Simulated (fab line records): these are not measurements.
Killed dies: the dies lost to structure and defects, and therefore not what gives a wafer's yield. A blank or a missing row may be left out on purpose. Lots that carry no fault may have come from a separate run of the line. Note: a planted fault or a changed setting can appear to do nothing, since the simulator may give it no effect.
Which tool did it? || flow gf180mcu || 13 lots, 39 wafers sampled, at 4 steps of a route of 602

## WHAT THE GAUGES READ, wafer by wafer
GF_HV_LDD_CD_MEAS_46: target cd 400 nm. Usual: 399.7 nm for cd_nm, sd 2.6.
{"lot": "L320", "measured": "day 12 09:04", "on": "cd_sem-02", "cd_nm (nm)": "395.4 395.1 398.8", "flag": ""}
{"lot": "L321", "measured": "day 12 14:49", "on": "cd_sem-02", "cd_nm (nm)": "395.3 399.1 396.5", "flag": ""}
{"lot": "L322", "measured": "day 12 19:17", "on": "cd_sem-01", "cd_nm (nm)": "401.2 403.2 404.5", "flag": ""}
{"lot": "L323", "measured": "day 13 08:38", "on": "cd_sem-01", "cd_nm (nm)": "397.0 395.1 396.8", "flag": ""}
{"lot": "L324", "measured": "day 13 18:01", "on": "cd_sem-01", "cd_nm (nm)": "399.5 394.3 399.5", "flag": ""}
{"lot": "L325", "measured": "day 14 06:18", "on": "cd_sem-02", "cd_nm (nm)": "400.6 403.1 403.7", "flag": ""}
{"lot": "L327", "measured": "day 14 14:11", "on": "cd_sem-01", "cd_nm (nm)": "403.9 403.6 405.1", "flag": ""}
{"lot": "L328", "measured": "day 15 01:29", "on": "cd_sem-02", "cd_nm (nm)": "403.0 402.3 403.4", "flag": ""}
{"lot": "L329", "measured": "day 15 10:38", "on": "cd_sem-02", "cd_nm (nm)": "401.1 399.3 398.8", "flag": ""}
{"lot": "L338", "measured": "day 18 07:56", "on": "cd_sem-02", "cd_nm (nm)": "428.3 429.8 429.3", "flag": "OFF"}
{"lot": "L339", "measured": "day 18 16:47", "on": "cd_sem-01", "cd_nm (nm)": "425.2 423.4 425.2", "flag": "OFF"}
{"lot": "L341", "measured": "day 19 09:09", "on": "cd_sem-02", "cd_nm (nm)": "398.4 399.3 400.5", "flag": ""}
{"lot": "L342", "measured": "day 19 15:59", "on": "cd_sem-01", "cd_nm (nm)": "406.5 405.1 401.1", "flag": ""}

GF_HV_LDD_TW_MEAS_50. Usual: for HV_LDD_4_TW the level is 566 and the standard deviation is 4.5.
{"lot": "L320", "measured": "day 12 09:27", "on": "film_metro-03", "HV_LDD_4_TW": "564 566 566", "flag": ""}
{"lot": "L321", "measured": "day 12 15:12", "on": "film_metro-02", "HV_LDD_4_TW": "574 569 573", "flag": ""}
{"lot": "L322", "measured": "day 12 19:41", "on": "film_metro-02", "HV_LDD_4_TW": "574 572 570", "flag": ""}
{"lot": "L323", "measured": "day 13 09:02", "on": "film_metro-02", "HV_LDD_4_TW": "569 567 567", "flag": ""}
{"lot": "L324", "measured": "day 13 18:24", "on": "film_metro-03", "HV_LDD_4_TW": "564 564 564", "flag": ""}
{"lot": "L325", "measured": "day 14 06:40", "on": "film_metro-03", "HV_LDD_4_TW": "564 565 567", "flag": ""}
{"lot": "L327", "measured": "day 14 14:36", "on": "film_metro-02", "HV_LDD_4_TW": "573 573 574", "flag": ""}
{"lot": "L328", "measured": "day 15 01:53", "on": "film_metro-03", "HV_LDD_4_TW": "564 565 565", "flag": ""}
{"lot": "L329", "measured": "day 15 11:01", "on": "film_metro-02", "HV_LDD_4_TW": "568 570 570", "flag": ""}
{"lot": "L338", "measured": "day 18 08:20", "on": "film_metro-03", "HV_LDD_4_TW": "560 566 561", "flag": ""}
{"lot": "L339", "measured": "day 18 17:10", "on": "film_metro-03", "HV_LDD_4_TW": "562 562 562", "flag": ""}
{"lot": "L341", "measured": "day 19 09:33", "on": "film_metro-03", "HV_LDD_4_TW": "561 559 559", "flag": ""}
{"lot": "L342", "measured": "day 19 16:23", "on": "film_metro-03", "HV_LDD_4_TW": "562 562 561", "flag": ""}

GF_SAB_CD_MEAS_09: target cd 420 nm. Usual: 419.5 nm for cd_nm, sd 2.1.
{"lot": "L320", "measured": "day 15 01:32", "on": "cd_sem-01", "cd_nm (nm)": "421.7 418.8 419.7", "flag": ""}
{"lot": "L321", "measured": "day 15 09:22", "on": "cd_sem-02", "cd_nm (nm)": "421.0 418.5 419.2", "flag": ""}
{"lot": "L322", "measured": "day 15 12:31", "on": "cd_sem-02", "cd_nm (nm)": "417.8 419.0 416.7", "flag": ""}
{"lot": "L323", "measured": "day 16 05:58", "on": "cd_sem-02", "cd_nm (nm)": "422.6 422.7 420.4", "flag": ""}
{"lot": "L324", "measured": "day 16 14:58", "on": "cd_sem-02", "cd_nm (nm)": "421.2 419.0 420.8", "flag": ""}
{"lot": "L325", "measured": "day 17 04:20", "on": "cd_sem-02", "cd_nm (nm)": "418.6 416.3 416.9", "flag": ""}
{"lot": "L327", "measured": "day 17 13:29", "on": "cd_sem-01", "cd_nm (nm)": "421.4 422.5 418.2", "flag": ""}
{"lot": "L328", "measured": "day 18 02:56", "on": "cd_sem-01", "cd_nm (nm)": "417.2 414.3 417.1", "flag": ""}
{"lot": "L329", "measured": "day 18 15:49", "on": "cd_sem-02", "cd_nm (nm)": "416.2 417.5 415.3", "flag": ""}
{"lot": "L338", "measured": "day 21 11:59", "on": "cd_sem-02", "cd_nm (nm)": "421.5 421.8 421.3", "flag": ""}
{"lot": "L339", "measured": "day 21 21:35", "on": "cd_sem-02", "cd_nm (nm)": "420.6 422.2 418.5", "flag": ""}
{"lot": "L341", "measured": "day 22 14:51", "on": "cd_sem-01", "cd_nm (nm)": "422.0 422.6 419.7", "flag": ""}
{"lot": "L342", "measured": "day 22 19:50", "on": "cd_sem-01", "cd_nm (nm)": "420.3 421.2 417.3", "flag": ""}

## WHAT TOOL EACH LOT RAN ON (gives the tool, then ch and the chambers of the sampled wafers, and finally the start)
{"lot": "L320", "GF_HV_LDD_EXPOSE_43": "iline_stepper-01 ch 0, day 11 23:07"}
{"lot": "L321", "GF_HV_LDD_EXPOSE_43": "iline_stepper-02 ch 0, day 12 05:11"}
{"lot": "L322", "GF_HV_LDD_EXPOSE_43": "iline_stepper-02 ch 0, day 12 09:56"}
{"lot": "L323", "GF_HV_LDD_EXPOSE_43": "iline_stepper-01 ch 0, day 12 22:16"}
{"lot": "L324", "GF_HV_LDD_EXPOSE_43": "iline_stepper-02 ch 0, day 13 08:11"}
{"lot": "L325", "GF_HV_LDD_EXPOSE_43": "iline_stepper-02 ch 0, day 13 20:06"}
{"lot": "L327", "GF_HV_LDD_EXPOSE_43": "iline_stepper-02 ch 0, day 14 04:22"}
{"lot": "L328", "GF_HV_LDD_EXPOSE_43": "iline_stepper-01 ch 0, day 14 14:55"}
{"lot": "L329", "GF_HV_LDD_EXPOSE_43": "iline_stepper-01 ch 0, day 14 23:56"}
{"lot": "L338", "GF_HV_LDD_EXPOSE_43": "iline_stepper-01 ch 0, day 17 19:44"}
{"lot": "L339", "GF_HV_LDD_EXPOSE_43": "iline_stepper-01 ch 0, day 18 05:11"}
{"lot": "L341", "GF_HV_LDD_EXPOSE_43": "iline_stepper-02 ch 0, day 18 21:32"}
{"lot": "L342", "GF_HV_LDD_EXPOSE_43": "iline_stepper-02 ch 0, day 19 04:08"}
- GF_HV_LDD_EXPOSE_43: exposes mask Pplus HV AREA, target cd 400 nm.

## AS READ BY THE TOOLS THEMSELVES (means over the sampled wafers that have a number; for cases with no such wafer, the mark the record gives instead)
GF_HV_LDD_EXPOSE_43. Usual: 140.01 for exposure_dose_mJ_cm2, sd 0.13.
{"lot": "L320", "tool": "iline_stepper-01", "exposure_dose_mJ_cm2": 140.04, "flag": ""}
{"lot": "L321", "tool": "iline_stepper-02", "exposure_dose_mJ_cm2": 140.02, "flag": ""}
{"lot": "L322", "tool": "iline_stepper-02", "exposure_dose_mJ_cm2": 139.84, "flag": ""}
{"lot": "L323", "tool": "iline_stepper-01", "exposure_dose_mJ_cm2": 139.89, "flag": ""}
{"lot": "L324", "tool": "iline_stepper-02", "exposure_dose_mJ_cm2": 140.04, "flag": ""}
{"lot": "L325", "tool": "iline_stepper-02", "exposure_dose_mJ_cm2": 139.89, "flag": ""}
{"lot": "L327", "tool": "iline_stepper-02", "exposure_dose_mJ_cm2": 139.86, "flag": ""}
{"lot": "L328", "tool": "iline_stepper-01", "exposure_dose_mJ_cm2": 139.93, "flag": ""}
{"lot": "L329", "tool": "iline_stepper-01", "exposure_dose_mJ_cm2": 140.06, "flag": ""}
{"lot": "L338", "tool": "iline_stepper-01", "exposure_dose_mJ_cm2": 154.74, "flag": "OFF"}
{"lot": "L339", "tool": "iline_stepper-01", "exposure_dose_mJ_cm2": 154.84, "flag": "OFF"}
{"lot": "L341", "tool": "iline_stepper-02", "exposure_dose_mJ_cm2": 140.02, "flag": ""}
{"lot": "L342", "tool": "iline_stepper-02", "exposure_dose_mJ_cm2": 140.04, "flag": ""}

## THE ANSWER, worked out from the rows above alone
Rule: lot off if the mean of its wafers having a number is beyond 3 standard deviations from the usual mean. Also off: a lot with no number at a reading for which 4 or more lots have one. Where the step has rows for the other lots, those lots are counted as sound. The gauges are gone through in route order, then the tools' own readings, and for those a lot's mean is taken as printed above. At the first step where some lot is off, the reading lying furthest off is the one used; lots without a number count as furthest.
Off, at GF_HV_LDD_CD_MEAS_46 on cd_nm: L338, L339.
A tool fits if, at a process step before that reading, it ran every lot that is off, and no sound lot after the first of them. The gauges at GF_HV_LDD_CD_MEAS_46 aren't tried: what is off there is off at GF_HV_LDD_EXPOSE_43 too, on other tools, and a gauge's error can't cause that. One fits: GF_HV_LDD_EXPOSE_43 on iline_stepper-01. Its last sound lot is L329 (day 14 23:56), its first lot that is off L338 (day 17 19:44): a fault that began between those two fits.
The tool's own readings at GF_HV_LDD_EXPOSE_43 bear it out: on the lots that are off they differ by more than 5 times the standard deviation of the sound lots' means. exposure_dose_mJ_cm2 reads 154.79 there against 139.97 on the sound lots.

## WHAT THE SIMULATOR HAD INSERTED
Drift in process parameters on iline_stepper-01 at GF_HV_LDD_EXPOSE_43, starting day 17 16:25. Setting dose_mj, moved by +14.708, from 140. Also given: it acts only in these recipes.
Shown lots that were struck: L338, L339. Same finding as the rule above.
